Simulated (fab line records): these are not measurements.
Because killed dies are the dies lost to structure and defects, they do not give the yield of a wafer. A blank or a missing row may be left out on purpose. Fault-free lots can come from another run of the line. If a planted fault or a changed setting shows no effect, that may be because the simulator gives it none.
fab line records	flow sky130
record: lots: 6	wafers: 18	last-day: 50
route steps=708 shown RES_XHIGH@339 SD_N@342 SD_P@359 PAD_OPEN@708
lots that met no fault: taken from a fault-free run of the same line
start-h: start of the lot's first displayed wafer, in hours after the record's first day	wait-h: hours from the lot's prior step to this one	" unchanged from the row above	L1.1+2: a single row standing in for several wafers	- no value, or no start was given	* or withheld: withheld	< > ~ a bound
route shown NAME@n: a module of which the file shows steps, and the number in the route of the first	usual: mean/standard deviation of fault-free wafers	same: alike in all rows	chamber/n: place in a boat	sites: each site's reading	_std_site: the values' standard deviation	_edge_site: mean of outer sites minus mean of inner sites	radius-mm: for every site, how far away it sits from the centre of the wafer	mask NAME#n: copy n	behind: the most recent tool/chamber to have shaped the wafer	hold: the reason the lot was held/the length of the hold in hours/how it ended	device: the n, p or np transistor that did not switch	end of line: tests run on the same wafers once the route is complete	for a step that has no rows: nothing shown but its recipe	killed: at the first sort, the dies lost to defects and structure; wafer yield is something else	map: dies across one wafer; x = killed, . = not, _ = none there
set.NAME: the run value of the setting; set.NAME@STEP: its run value at that earlier step	model.NAME: the simulator's own value behind a step, which no gauge read
lots at some steps of the route; a table a step, a row a wafer
services: a tool's chamber out of use, with start hour (start-h, from the record's first day; less than 0 if before it), hours out, and reason
== steps ==
step: SKY_RES_XHIGH_IMPLANT_07
recipe: species: BF2	energy-kev: 20	dose-cm2: 3.6e+14	tilt-deg: 0
step: SKY_RES_XHIGH_STRIP_08
recipe: chemistry: O2/N2	power-w: 1400	pressure-mtorr: 1500	platen-temp-c: withheld	o2-flow-sccm: 3000	n2-flow-sccm: 300	overash-fraction: 0.5
usual: drypump-motor-current-A: 6.0/0.63	oes-product-au: 0.710/0.0048	strip-time-to-endpoint-s: 14.54/0.046
same: overash-fraction: 0.5
lot.wafer	tool	chamber	start-h	wait-h	drypump-motor-current-A	oes-product-au	rf-hours-counter-h	strip-time-to-endpoint-s
L516.2	plasma-asher-04	1	631.12	0.1	6.1	0.707	49	14.48
L516.4	"	1	"	"	6.1	0.708	-	14.53
L516.6	"	0	"	"	6.7	0.707	-	14.52
L518.2	plasma-asher-02	0	650.22	0.1	5.5	0.714	94	14.58
L518.3	"	0	"	"	5.5	0.709	-	14.53
L518.6	"	1	"	"	6.7	0.708	-	14.56
L520.1	plasma-asher-04	0	669.03	0.1	6.7	0.704	53	14.54
L520.4	"	1	"	"	6.1	0.714	-	14.48
L520.5	"	1	"	"	6.1	0.723	-	14.52
L535.1	plasma-asher-04	0	780.48	0.1	6.7	0.707	64	14.55
L535.4	"	0	"	"	6.7	0.713	-	14.56
L535.6	"	1	"	"	6.1	0.716	-	14.56
L536.1	plasma-asher-01	1	791.78	0.1	5.0	0.703	100	14.55
L536.4	"	1	"	"	5.0	0.705	-	14.55
L536.6	"	1	"	"	5.0	0.711	-	14.55
L537.2	plasma-asher-04	0	801.12	0.1	6.7	0.706	66	14.48
L537.3	"	0	"	"	6.7	0.705	-	14.54
L537.4	"	1	"	"	6.1	0.714	-	14.53
step: SKY_RES_XHIGH_TW_MEAS_09
usual: RES_XHIGH_TW: 1625/11
lot.wafer	tool	chamber	start-h	wait-h	RES_XHIGH_TW
L516.2	film-metro-01	-	631.23	0.1	1640
L516.4	"	-	"	"	1636
L516.6	"	-	"	"	1642
L518.2	film-metro-02	-	650.33	0.1	1622
L518.3	"	-	"	"	1624
L518.6	"	-	"	"	1621
L520.1	film-metro-03	-	669.13	0.1	1601
L520.4	"	-	"	"	1611
L520.5	"	-	"	"	1609
L535.1	film-metro-02	-	780.58	0.1	1634
L535.4	"	-	"	"	1624
L535.6	"	-	"	"	1629
L536.1	film-metro-01	-	791.88	0.1	1616
L536.4	"	-	"	"	1621
L536.6	"	-	"	"	1631
L537.2	film-metro-01	-	801.23	0.1	1625
L537.3	"	-	"	"	1622
L537.4	"	-	"	"	1625
step: SKY_SD_N_DEHYDRATE_00
recipe: temp-c: 200	time-s: 60
step: SKY_SD_N_HMDS_01
recipe: prime-time-s: 60	prime-temp-c: 120
step: SKY_SD_N_COAT_02
recipe: resist: NOVOLAK	spin-rpm: 3000	resist-thk-nm: 1140
step: SKY_SD_N_SOFTBAKE_03
recipe: temp-c: 90	time-s: 60	resist: NOVOLAK
step: SKY_SD_N_EXPOSE_04
recipe: mask-id: NSDM	na: 0.6	source-shape: conventional	sigma-outer: 0.6	polarization: unpolarized	target-cd-nm: 380	dose-mj: 141
step: SKY_SD_N_PEB_05
recipe: temp-c: withheld	time-s: *	resist: NOVOLAK
step: SKY_SD_N_DEVELOP_06
recipe: resist: NOVOLAK	developer: TMAH	develop-time-s: 60	dev-temp-c: 23
step: SKY_SD_N_CD_MEAS_07
recipe: target-cd-nm: 380
usual: cd-nm: 380.7/1.8
lot.wafer	tool	chamber	start-h	wait-h	cd-nm
L516.2	cd-sem-02	-	659.52	0.1	379.2
L516.4	"	-	"	"	380.8
L516.6	"	-	"	"	382.6
L518.2	cd-sem-02	-	678.14	0.1	381.2
L518.3	"	-	"	"	382.7
L518.6	"	-	"	"	381.4
L520.1	cd-sem-01	-	697.05	0.1	380.8
L520.4	"	-	"	"	381.6
L520.5	"	-	"	"	382.3
L535.1	cd-sem-02	-	806.45	0.1	379.8
L535.4	"	-	"	"	382.2
L535.6	"	-	"	"	381.8
L536.1	cd-sem-01	-	818.57	0.1	379.2
L536.4	"	-	"	"	380.5
L536.6	"	-	"	"	380.5
L537.2	cd-sem-02	-	827.78	0.1	380.8
L537.3	"	-	"	"	381.9
L537.4	"	-	"	"	383.7
step: SKY_SD_N_OVL_MEAS_08
usual: SD_N_OVL: 1.1/1.4
lot.wafer	tool	chamber	start-h	wait-h	SD_N_OVL[nm]
L516.2	overlay-02	-	659.63	0.1	2.6
L516.4	"	-	"	"	-1.3
L516.6	"	-	"	"	-0.1
L518.2	overlay-02	-	678.24	0.1	-0.2
L518.3	"	-	"	"	-0.8
L518.6	"	-	"	"	2.9
L520.1	overlay-01	-	697.17	0.1	1.9
L520.4	"	-	"	"	2.7
L520.5	"	-	"	"	3.5
L535.1	overlay-01	-	806.57	0.1	2.3
L535.4	"	-	"	"	2.1
L535.6	"	-	"	"	0.8
L536.1	overlay-01	-	818.69	0.1	3.0
L536.4	"	-	"	"	2.0
L536.6	"	-	"	"	1.1
L537.2	overlay-01	-	827.89	0.1	0.1
L537.3	"	-	"	"	2.1
L537.4	"	-	"	"	1.4
step: SKY_SD_N_IMPLANT_09
recipe: species: As	energy-kev: 50	dose-cm2: 4e+15	tilt-deg: 0
lot.wafer	tool	chamber	start-h	wait-h
L516.2+4+6	implanter-01	0	659.69	0.0
L518.2+3+6	implanter-01	0	678.30	0.0
L520.1+4+5	implanter-04	0	697.21	0.0
L535.1+4+6	implanter-01	0	806.61	0.0
L536.1+4+6	implanter-01	0	818.72	0.0
L537.2+3+4	implanter-04	0	827.95	0.0
step: SKY_SD_N_IMPLANT_10
recipe: species: P	energy-kev: 20	dose-cm2: 1e+14	tilt-deg: 0
step: SKY_SD_N_STRIP_11
recipe: chemistry: O2/N2	power-w: 1400	pressure-mtorr: 1500	platen-temp-c: withheld	o2-flow-sccm: 3000	n2-flow-sccm: 300	overash-fraction: 0.5
usual: drypump-motor-current-A: 5.8/0.63	oes-product-au: 0.528/0.0048	strip-time-to-endpoint-s: 22.58/0.04
same: overash-fraction: 0.5
lot.wafer	tool	chamber	start-h	wait-h	drypump-motor-current-A	oes-product-au	rf-hours-counter-h	strip-time-to-endpoint-s
L516.2	plasma-asher-04	0	659.96	0.1	6.7	0.530	52	22.62
L516.4	"	0	"	"	6.7	0.525	-	22.61
L516.6	"	1	"	"	6.1	0.518	-	22.62
L518.2	plasma-asher-04	0	678.57	0.1	6.7	0.528	54	22.56
L518.3	"	0	"	"	6.7	0.533	-	22.53
L518.6	"	0	"	"	6.7	0.533	-	22.51
L520.1	plasma-asher-01	0	697.51	0.1	5.4	0.528	90	22.59
L520.4	"	0	"	"	5.4	0.525	-	22.62
L520.5	"	1	"	"	5.0	0.531	-	22.55
L535.1	plasma-asher-03	1	806.91	0.1	5.5	0.537	35	22.00
L535.4	"	1	"	"	5.5	0.537	-	21.96
L535.6	"	1	"	"	5.5	0.533	-	21.98
L536.1	plasma-asher-04	0	819.02	0.1	6.7	0.535	68	21.93
L536.4	"	0	"	"	6.7	0.538	-	21.99
L536.6	"	0	"	"	6.6	0.534	-	22.04
L537.2	plasma-asher-01	1	828.22	0.1	5.0	0.529	104	22.50
L537.3	"	0	"	"	5.4	0.534	-	22.52
L537.4	"	1	"	"	5.0	0.531	-	22.49
step: SKY_SD_N_TW_MEAS_12
usual: SD_N_TW: 3944/32
lot.wafer	tool	chamber	start-h	wait-h	SD_N_TW
L516.2	film-metro-02	-	660.07	0.1	3959
L516.4	"	-	"	"	3930
L516.6	"	-	"	"	3958
L518.2	film-metro-02	-	678.68	0.1	3899
L518.3	"	-	"	"	3927
L518.6	"	-	"	"	3925
L520.1	film-metro-02	-	697.61	0.1	3953
L520.4	"	-	"	"	3918
L520.5	"	-	"	"	3919
L535.1	film-metro-03	-	807.01	0.1	3901
L535.4	"	-	"	"	3901
L535.6	"	-	"	"	3898
L536.1	film-metro-03	-	819.12	0.1	3872
L536.4	"	-	"	"	3866
L536.6	"	-	"	"	3895
L537.2	film-metro-03	-	828.33	0.1	3935
L537.3	"	-	"	"	3920
L537.4	"	-	"	"	3940
step: SKY_SD_N_CLEAN_13
recipe: chemistry: SC1/SC2	mix: 1:4:20	temp-c: 70	time-s: 150	dry: n2-spin
step: SKY_SD_N_RTA_14
recipe: temp-c: 1075	time-s: 2	idle-temp-c: 650	ramp-up-c-per-s: 150	ramp-down-c-per-s: 90	ambient: N2
usual: chamber-o2-ppm: 1.999/0.02	lamp-power-pct: 15.74/0.052	wafer_temp_C_max: 1078.2/1.2
same: time-s: 2
lot.wafer	tool	chamber	start-h	wait-h	chamber-o2-ppm	lamp-power-pct	wafer_temp_C_max
L516.2	rtp-anneal-02	0	660.18	0.0	1.991	15.66	1077.2
L516.4	"	0	"	"	2.000	15.79	1077.7
L516.6	"	0	"	"	1.988	15.73	1076.8
L518.2	rtp-anneal-02	0	678.79	0.0	1.970	15.74	1078.6
L518.3	"	0	"	"	1.992	15.80	1078.6
L518.6	"	0	"	"	1.979	15.70	1079.9
L520.1	rtp-anneal-02	0	697.72	0.0	1.964	15.71	1078.5
L520.4	"	0	"	"	1.989	15.75	1076.9
L520.5	"	0	"	"	1.983	15.86	1078.2
L535.1	rtp-anneal-01	0	807.12	0.0	1.994	15.78	1077.7
L535.4	"	0	"	"	2.001	15.74	1076.8
L535.6	"	0	"	"	1.992	15.69	1077.2
L536.1	rtp-anneal-02	0	819.23	0.0	1.970	15.77	1078.3
L536.4	"	0	"	"	1.973	15.70	1077.7
L536.6	"	0	"	"	1.986	15.80	1080.9
L537.2	rtp-anneal-01	0	828.44	0.0	2.010	15.76	1076.5
L537.3	"	0	"	"	1.978	15.79	1077.5
L537.4	"	0	"	"	2.023	15.75	1077.5
step: SKY_SD_N_RS_MEAS_16
recipe: thk-meas-gauge: four-point-probe
usual: SD_N_RS: 68.59/0.12
lot.wafer	tool	chamber	start-h	wait-h	SD_N_RS[ohm/sq]
L516.2	film-metro-02	-	660.36	0.1	68.72
L516.4	"	-	"	"	68.65
L516.6	"	-	"	"	68.63
L518.2	film-metro-03	-	678.97	0.1	68.60
L518.3	"	-	"	"	68.63
L518.6	"	-	"	"	68.56
L520.1	film-metro-03	-	697.89	0.1	68.75
L520.4	"	-	"	"	68.68
L520.5	"	-	"	"	68.70
L535.1	film-metro-02	-	807.29	0.1	70.03
L535.4	"	-	"	"	70.02
L535.6	"	-	"	"	70.08
L536.1	film-metro-01	-	819.41	0.1	69.90
L536.4	"	-	"	"	70.06
L536.6	"	-	"	"	69.81
L537.2	film-metro-02	-	828.62	0.1	68.76
L537.3	"	-	"	"	68.59
L537.4	"	-	"	"	68.66
step: SKY_SD_N_RS_MEAS_17
recipe: thk-meas-gauge: four-point-probe
usual: SD_P_RS: 147.1/0.33
lot.wafer	tool	chamber	start-h	wait-h	SD_P_RS[ohm/sq]
L516.2	film-metro-02	-	660.48	0.1	147.1
L516.4	"	-	"	"	147.3
L516.6	"	-	"	"	147.8
L518.2	film-metro-03	-	679.09	0.1	146.7
L518.3	"	-	"	"	146.9
L518.6	"	-	"	"	147.0
L520.1	film-metro-03	-	698.01	0.1	147.6
L520.4	"	-	"	"	146.9
L520.5	"	-	"	"	146.9
L535.1	film-metro-02	-	807.41	0.1	147.3
L535.4	"	-	"	"	147.5
L535.6	"	-	"	"	147.3
L536.1	film-metro-01	-	819.53	0.1	146.4
L536.4	"	-	"	"	146.7
L536.6	"	-	"	"	147.0
L537.2	film-metro-02	-	828.74	0.1	147.8
L537.3	"	-	"	"	147.5
L537.4	"	-	"	"	147.4
step: SKY_PAD_OPEN_PROBE_99
usual: killed_at_M0_to_M3: 44/7.9	killed_at_M4_up: 3.1/2	killed-at-contacts: 23/4.9	killed-at-front-end: 15/3.9	killed-at-other: 0.2/0.49	killed-dies: 86/10	killed-open: 47/7.1	killed-short: 39/7.1
same: gross-dies: 492	killed-at-back-side: 0
lot.wafer	tool	chamber	start-h	wait-h	killed_at_M0_to_M3	killed_at_M4_up	killed-at-contacts	killed-at-front-end	killed-at-other	killed-dies	killed-open	killed-short	model.etest.res-ndiff.line-ohm-um	model.etest.res-ndiff-hv.rs-ohm-sq	model.etest.res-ndiff.rs-ohm-sq
L516.2	prober-02	-	1084.84	0.1	55	4	28	11	0	98	46	50	743.8	115.8	120.2
L516.4	prober-02	-	1084.94	0.2	51	5	17	10	0	83	42	41	741.3	114.9	119.8
L516.6	prober-02	-	1085.04	0.2	49	0	26	9	0	84	49	35	743.8	115	120.5
L518.2	prober-02	-	1099.64	0.1	52	5	25	18	1	101	47	53	740.4	115.1	119.7
L518.3	prober-02	-	1099.69	0.2	35	2	22	19	0	78	39	39	758.3	114.7	119.7
L518.6	prober-02	-	1099.84	0.2	56	0	22	16	0	94	57	37	744.8	114.2	120.1
L520.1	prober-02	-	1111.42	0.1	52	4	30	16	0	102	65	37	762.6	113.1	119.8
L520.4	prober-02	-	1111.57	0.2	53	3	30	9	0	95	53	42	756.9	113.5	120.6
L520.5	prober-02	-	1111.62	0.2	43	1	18	15	0	77	48	29	755	113.8	120.7
L535.1	prober-01	-	1186.32	0.1	50	0	20	16	1	87	50	35	794.9	119.8	125.7
L535.4	prober-01	-	1186.47	0.2	60	3	25	16	2	106	49	57	820.1	120.8	125.2
L535.6	prober-01	-	1186.57	0.2	28	4	19	14	0	65	36	29	811.5	119.9	125.7
L536.1	prober-02	-	1195.55	0.1	47	6	18	19	0	90	52	38	805.2	119.4	127
L536.4	prober-02	-	1195.70	0.2	36	2	27	14	1	80	44	36	813.7	120.1	126.1
L536.6	prober-02	-	1195.80	0.2	47	5	20	16	0	88	51	37	819.2	120.1	125.5
L537.2	prober-01	-	1199.57	0.1	40	0	22	13	0	75	46	28	765.6	112.2	118.5
L537.3	prober-01	-	1199.62	0.2	38	3	18	11	0	70	43	27	763	113	118.4
L537.4	prober-01	-	1199.67	0.2	40	1	17	14	0	72	39	33	737.9	111.7	118.7
killed by level:class
L516.2 VIA1:geometric-particle:open=11 VIA3:geometric-particle:open=11 CONTACT:geometric-particle:short=9 CONTACT:geometric-particle:open=7 METAL2:geometric-particle:short=6 LI_CONTACT:geometric-particle:short=5 VIA2:geometric-particle:open=5 VIA2:geometric-particle:short=4
L516.4 METAL1:geometric-particle:short=9 VIA1:geometric-particle:open=9 METAL2:geometric-particle:short=7 CONTACT:geometric-particle:open=6 VIA2:geometric-particle:open=6 VIA1:geometric-particle:short=5 LI_CONTACT:geometric-particle:open=4 FIELD_ISO:geometric-particle:short=3
L516.6 VIA2:geometric-particle:open=11 LI_CONTACT:geometric-particle:open=10 VIA1:geometric-particle:open=10 CONTACT:geometric-particle:open=6 CONTACT:geometric-particle:short=6 VIA3:geometric-particle:open=6 METAL1:geometric-particle:short=5 VIA1:geometric-particle:short=5
L518.2 VIA1:geometric-particle:open=11 METAL1:geometric-particle:short=8 VIA3:geometric-particle:open=7 LI_CONTACT:geometric-particle:open=7 VIA2:geometric-particle:open=7 POLY_GATE:geometric-particle:short=6 CONTACT:geometric-particle:short=6 CONTACT:geometric-particle:open=5
L518.3 CONTACT:geometric-particle:open=7 VIA1:geometric-particle:short=7 FIELD_ISO:geometric-particle:open=6 CONTACT:geometric-particle:short=6 VIA3:geometric-particle:open=5 FIELD_ISO:geometric-particle:short=4 VIA2:geometric-particle:short=4 METAL2:geometric-particle:short=4
L518.6 VIA1:geometric-particle:open=13 VIA3:geometric-particle:open=11 VIA1:geometric-particle:short=9 CONTACT:geometric-particle:open=8 METAL1:geometric-particle:short=7 VIA2:geometric-particle:open=7 VIA2:geometric-particle:short=6 FIELD_ISO:geometric-particle:open=5
L520.1 VIA1:geometric-particle:open=12 CONTACT:geometric-particle:open=11 VIA3:geometric-particle:open=10 VIA2:geometric-particle:open=8 LI_CONTACT:geometric-particle:open=6 VIA2:geometric-particle:short=6 FIELD_ISO:geometric-particle:open=5 LOCAL_INTERCONNECT:geometric-particle:short=5
L520.4 CONTACT:geometric-particle:open=14 VIA1:geometric-particle:open=11 VIA3:geometric-particle:open=9 METAL2:geometric-particle:short=7 VIA1:geometric-particle:short=6 LI_CONTACT:geometric-particle:open=5 LOCAL_INTERCONNECT:geometric-particle:short=5 CONTACT:geometric-particle:short=5
L520.5 VIA1:geometric-particle:open=13 CONTACT:geometric-particle:open=10 VIA3:geometric-particle:open=6 LI_CONTACT:geometric-particle:open=5 METAL2:geometric-particle:short=5 VIA2:geometric-particle:open=5 FIELD_ISO:geometric-particle:short=4 FIELD_ISO:geometric-particle:open=4
L535.1 VIA3:geometric-particle:open=10 VIA2:geometric-particle:open=8 VIA1:geometric-particle:open=7 VIA1:geometric-particle:short=7 METAL1:geometric-particle:short=6 LOCAL_INTERCONNECT:geometric-particle:short=5 CONTACT:geometric-particle:short=5 CONTACT:geometric-particle:open=4
L535.4 METAL1:geometric-particle:short=12 CONTACT:geometric-particle:open=10 VIA3:geometric-particle:open=9 VIA1:geometric-particle:open=8 POLY_GATE:geometric-particle:short=8 VIA1:geometric-particle:short=7 VIA2:geometric-particle:open=6 CONTACT:geometric-particle:short=5
L535.6 CONTACT:geometric-particle:open=8 VIA3:geometric-particle:open=7 FIELD_ISO:geometric-particle:short=5 POLY_GATE:geometric-particle:open=4 LI_CONTACT:geometric-particle:open=4 LI_CONTACT:geometric-particle:short=4 METAL1:geometric-particle:short=4 VIA1:geometric-particle:open=4
L536.1 VIA3:geometric-particle:open=10 VIA1:geometric-particle:open=9 VIA2:geometric-particle:open=7 VIA1:geometric-particle:short=6 METAL3:geometric-particle:open=6 FIELD_ISO:geometric-particle:open=5 LOCAL_INTERCONNECT:geometric-particle:short=5 CONTACT:geometric-particle:short=5
L536.4 CONTACT:geometric-particle:open=12 VIA1:geometric-particle:open=7 METAL1:geometric-particle:short=6 FIELD_ISO:geometric-particle:open=5 CONTACT:geometric-particle:short=5 METAL3:geometric-particle:short=5 METAL2:geometric-particle:short=5 VIA2:geometric-particle:open=5
L536.6 FIELD_ISO:geometric-particle:open=10 VIA1:geometric-particle:open=9 VIA2:geometric-particle:open=8 LI_CONTACT:geometric-particle:open=7 VIA3:geometric-particle:open=7 METAL2:geometric-particle:short=6 METAL3:geometric-particle:short=6 CONTACT:geometric-particle:open=5
L537.2 VIA1:geometric-particle:open=14 CONTACT:geometric-particle:open=7 LOCAL_INTERCONNECT:geometric-particle:short=6 LI_CONTACT:geometric-particle:open=5 VIA3:geometric-particle:open=5 FIELD_ISO:geometric-particle:open=4 VIA2:geometric-particle:open=4 POLY_GATE:geometric-particle:short=3
L537.3 VIA1:geometric-particle:open=9 CONTACT:geometric-particle:open=7 METAL1:geometric-particle:short=6 METAL1:geometric-particle:open=6 VIA1:geometric-particle:short=5 LI_CONTACT:geometric-particle:open=4 VIA2:geometric-particle:open=4 FIELD_ISO:geometric-particle:open=3
L537.4 VIA1:geometric-particle:open=10 LI_CONTACT:geometric-particle:open=7 METAL1:geometric-particle:short=5 VIA3:geometric-particle:open=5 VIA2:geometric-particle:open=5 FIELD_ISO:geometric-particle:open=4 POLY_GATE:geometric-particle:short=4 VIA2:geometric-particle:short=4
== services ==
tool	chamber	start-h	hours	kind
plasma-asher-01	-	617.43	1.3	repair
implanter-04	-	623.32	5.3	pm
implanter-01	-	638.06	7.6	repair
implanter-01	-	660.36	6.4	pm
plasma-asher-03	-	673.77	28.1	pm
rtp-anneal-01	-	709.40	5.5	pm
plasma-asher-02	-	733.75	9.0	pm
plasma-asher-02	0	733.75	9.0	vent-cycle
plasma-asher-02	1	733.75	9.0	vent-cycle
plasma-asher-02	0	742.75	-	clean
plasma-asher-02	1	742.75	-	clean
implanter-01	-	759.83	2.2	repair
implanter-01	-	774.24	0.7	repair
rtp-anneal-01	-	778.33	1.5	pm
plasma-asher-02	-	811.35	2.1	repair
implanter-01	-	812.40	1.4	repair
plasma-asher-01	-	820.31	2.0	repair
implanter-04	-	824.22	1.2	repair
== key ==
first-sign: step: SKY_SD_N_STRIP_11	reading: strip-time-to-endpoint-s	direction: down	sigmas: 15	usual: *	struck: *
effect: step: SKY_SD_N_RS_MEAS_16	reading: SD_N_RS	direction: up	sigmas: 12	usual: 68.59	struck: 69.98
model-effect: step: SKY_PAD_OPEN_PROBE_99	value: etest.res-ndiff.line-ohm-um	without: 782.1	struck: 810.8
met-at SKY_SD_N_IMPLANT_09
struck-wafers L535.1,L535.4,L535.6,L536.1,L536.4,L536.6
tester-left-out L535,L536
onset-between 678.30 806.61
fault: kind: process-parameter-drift	tool: implanter-01	chamber: -	onset-h: 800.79	steps: SKY_SD_N_IMPLANT_09	channel: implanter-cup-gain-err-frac	offset: 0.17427	shape: step	end-h: 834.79
tester-left-out: of these lots the tester's yield and bins aren't shown, on N5 and GAA mostly nor the transistor test; their killed dies are dies lost to structure and defects alone, not to doping, threshold or leakage, so they don't give the yield
